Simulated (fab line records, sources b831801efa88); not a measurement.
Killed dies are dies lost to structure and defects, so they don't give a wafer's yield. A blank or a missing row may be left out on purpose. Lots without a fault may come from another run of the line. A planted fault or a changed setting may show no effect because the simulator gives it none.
A struck lot beside a sound one | flow sky130 | 33 steps out of a route of 708
Sound: wafers L453.2, L453.4, L453.5. Struck: wafer L458.6. (L458.3, L458.4 of the same lot were not struck and are left out.) The cause comes at the end.
At each step with rows: each side's tool, then ch and its chambers, then its first start. Under that, the readings that differ: sound wafers | struck wafers | difference of the means | sigmas: that difference in standard deviations of wafers without a fault.
alike: readings whose means differ by less than 2 such deviations, and words and numbers that are the same on both sides. not compared: withheld readings, readings that some wafer has no value for, bounds like >300 that may hide the same value, and numbers for which the record gives no deviation and whose values overlap.
The two part at a step that has a row with sigmas, a row that says differs or no value, or rows on one side only. Numbers that don't overlap but have no deviation are shown without sigmas and don't part them. A reading that every wafer of one side lacks parts them only if that side has two wafers or more.

first, 4 steps without rows for these wafers: SKY_LOCAL_INTERCONNECT_SOFTBAKE_07 (time 90 s); SKY_LOCAL_INTERCONNECT_EXPOSE_08 (exposes mask LI1M, target cd 170 nm); SKY_LOCAL_INTERCONNECT_PEB_09; SKY_LOCAL_INTERCONNECT_DEVELOP_10 (develop time 60 s).
SKY_LOCAL_INTERCONNECT_CD_MEAS_11: target cd 170 nm.
  sound on cd_sem-01, day 31 14:01; struck on cd_sem-01, day 33 08:55
  alike: cd_nm
SKY_LOCAL_INTERCONNECT_OVL_MEAS_12:
  sound on overlay-02, day 31 14:07; struck on overlay-02, day 33 09:01
  alike: LOCAL_INTERCONNECT_OVL
SKY_LOCAL_INTERCONNECT_ETCH_13: etches BARC in N2/H2, stops on SiO2, time 45.9 s, target depth 60 nm.
  sound on rie_metal-02 ch 0, day 31 14:10; struck on rie_metal-02 ch 0, day 33 09:03
  alike: drypump_motor_current_A, oes_product_au, throttle_valve_pct
  not compared: rf_hours_counter_h
SKY_LOCAL_INTERCONNECT_METAL_ETCH_14: etches TiN in Cl2/BCl3, stops on PSG, target depth 110 nm, time 31.4 s.
  sound on rie_metal-02 ch 0, day 31 14:17; struck on rie_metal-02 ch 0, day 33 09:07
  alike: bcl3_flow_sccm, drypump_motor_current_A, oes_product_au, throttle_valve_pct
  not compared: rf_hours_counter_h
SKY_LOCAL_INTERCONNECT_STRIP_15: strips in O2/N2.
  sound on plasma_asher-04 ch 1, day 31 14:22; struck on plasma_asher-02 ch 0, day 33 09:11
  reading               | sound             | struck | difference | sigmas
  oes_product_au (a.u.) | 0.436 0.431 0.422 | 0.419  | -0.011     | -2
  alike: drypump_motor_current_A, strip_time_to_endpoint_s
  not compared: rf_hours_counter_h
then, 3 steps without rows for these wafers: SKY_LOCAL_INTERCONNECT_STRIP_16 (strips in post etch residue remover, time 1200 s); SKY_LOCAL_INTERCONNECT_CLEAN_17 (cleans in IPA, time 180 s); SKY_LOCAL_INTERCONNECT_CLEAN_18 (cleans in O3/DIW).
SKY_CONTACT_CVD_00: deposits Si3N4, target thk 75 nm.
  sound on pecvd-01 ch 0,2, day 31 14:58; struck on pecvd-03 ch 0, day 33 09:44
  reading                                   | sound            | struck | difference | sigmas
  model.Si3N4_of_CONTACT_CVD_00.thk_nm (nm) | 74.68 76.38 76.5 | 129.2  | +53.3      |
  alike: heater_power_w
SKY_CONTACT_THK_MEAS_01:
  sound on film_metro-02, day 31 15:01; struck on film_metro-04, day 33 09:48
  reading                 | sound          | struck | difference | sigmas
  CONTACT_CVD_00_THK (nm) | 74.7 76.4 76.5 | 129.2  | +53.3      | +48
then, 1 step without rows for these wafers: SKY_CONTACT_HDPCVD_02 (deposits SiO2, target thk 565 nm, time 94.2 s).
SKY_CONTACT_THK_MEAS_03:
  sound on film_metro-02, day 31 15:08; struck on film_metro-01, day 33 09:56
  alike: CONTACT_HDPCVD_THK
then, 1 step without rows for these wafers: SKY_CONTACT_CMP_04 (polishes SiO2).
SKY_CONTACT_BOW_MEAS_05:
  sound on film_metro-04, day 31 15:31; struck on film_metro-04, day 33 10:19
  alike: CONTACT_BOW
then, 8 steps without rows for these wafers: SKY_CONTACT_DEHYDRATE_06 (time 60 s); SKY_CONTACT_HMDS_07 (prime time 60 s); SKY_CONTACT_COAT_08 (resist thk 60 nm); SKY_CONTACT_COAT_09 (resist thk 450 nm); SKY_CONTACT_SOFTBAKE_10 (time 90 s); SKY_CONTACT_EXPOSE_11 (exposes mask CTM1, target cd 170 nm); SKY_CONTACT_PEB_12; SKY_CONTACT_DEVELOP_13 (develop time 60 s).
SKY_CONTACT_CD_MEAS_14: target cd 170 nm.
  sound on cd_sem-02, day 32 19:29; struck on cd_sem-01, day 34 12:47
  alike: cd_nm
SKY_CONTACT_OVL_MEAS_15:
  sound on overlay-01, day 32 19:35; struck on overlay-01, day 34 12:53
  alike: CONTACT_OVL
then, 1 step without rows for these wafers: SKY_CONTACT_ETCH_16 (etches BARC in N2/H2, stops on SiO2, time 45.9 s, target depth 60 nm).
SKY_CONTACT_ETCH_17: etches SiO2 in C4F8/O2/Ar, stops on Si3N4, target depth 340 nm.
  sound on rie_diel-02 ch 1,3, day 32 19:39; struck on rie_diel-02 ch 3, day 34 12:57
  alike: oes_product_au
SKY_CONTACT_ETCH_18: etches Si3N4 in CHF3/O2, stops on TiN, time 39 s, target depth 75 nm.
  sound on rie_diel-02 ch 1,3; struck on rie_diel-02 ch 3
  reading                  | sound             | struck | difference | sigmas
  oes_product_au (a.u.)    | 0.848 0.865 0.865 | 1.003  | +0.144     | +19
  throttle_valve_pct (%)   | 8.793 8.799 8.814 | 8.836  | +0.034     | +4
  model.etch.depth_nm (nm) | 74.68 76.38 76.5  | 98.05  | +22.20     |
  alike: O2_flow_sccm, drypump_motor_current_A
  not compared: rf_hours_counter_h
SKY_CONTACT_STRIP_19: strips in O2/N2.
  sound on plasma_asher-04 ch 0,1, day 32 19:44; struck on plasma_asher-01 ch 1, day 34 13:04
  alike: drypump_motor_current_A, oes_product_au, strip_time_to_endpoint_s
  not compared: rf_hours_counter_h
-- the record jumps here: 14 days lie between the struck wafers' starts before and after (it left off in module CONTACT and takes up again in module PAD_OPEN, whose first step shown is number 708 of the route) --
SKY_PAD_OPEN_PROBE_99:
  sound on prober-02, day 46 18:17; struck on prober-02, day 48 01:46
  reading            | sound     | struck | difference | sigmas
  killed_at_contacts | 37 22 18  | 428    | +402       | +80
  killed_dies        | 104 81 79 | 492    | +404       | +44
  killed_on_rim      | 27 19 17  | 96     | +75        | +21
  alike: killed_at_M0_to_M3, killed_at_M4_up, killed_at_front_end, killed_at_other, killed_open, killed_short

WHERE THEY PART
First at SKY_LOCAL_INTERCONNECT_STRIP_15; last, within this record, at SKY_PAD_OPEN_PROBE_99.

WHY: what the simulator had put in
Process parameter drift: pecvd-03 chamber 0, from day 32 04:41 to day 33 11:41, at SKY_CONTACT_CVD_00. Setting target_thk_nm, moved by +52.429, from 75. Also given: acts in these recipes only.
